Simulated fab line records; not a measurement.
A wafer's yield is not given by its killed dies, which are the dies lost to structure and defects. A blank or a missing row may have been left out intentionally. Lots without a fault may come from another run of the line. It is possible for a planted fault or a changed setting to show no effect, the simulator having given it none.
Matching of chambers ; flow gf180mcu ; pecvd-02 running GF_PASSIVATION_CVD_02: 3 sister chambers
The step deposits Si3N4, target thk 700 nm, time 486.18 s. 3 wafers are shown with their chamber, then 8 later ones without.

== WAFERS WITH THEIR CHAMBER ==
wafer;chamber;heater_power_w (W)
L156.1;1;852
L156.3;0;759
L157.1;2;707

== WAFERS WITHOUT THEIR CHAMBER ==
wafer;heater_power_w (W)
L157.5;720
L157.6;582
L159.3;732
L159.4;779
L159.6;679
L160.1;603
L160.2;703
L160.6;645

== THE CHAMBER EACH PASSED THROUGH ==
wafer;from the rows above;in truth
L157.5;can't be placed: 2 or 0 or 1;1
L157.6;can't be placed: 2 or 0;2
L159.3;can't be placed: 2 or 0 or 1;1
L159.4;can't be placed: 0 or 2 or 1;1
L159.6;can't be placed: 2 or 0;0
L160.1;can't be placed: 2 or 0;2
L160.2;can't be placed: 2 or 0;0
L160.6;can't be placed: 2 or 0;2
Correctly placed: 0 of 8. From these rows, 8 cannot be placed; in 8 the true chamber is one of the candidates. Number placed wrongly: 0.
How it was worked out, from the rows above alone: a wafer's distance from a chamber is the root of the sum, over the readings, of the square of ((its reading less the chamber's mean) divided by the reading's scatter). The wafer belongs to the nearest chamber; if the next one is less than 2 further off, it can't be placed. A chamber's mean is the mean of its shown wafers. The scatter (one wafer shown for each chamber): square how far every hidden wafer sits from the nearest shown wafer, average those squares and take the square root.
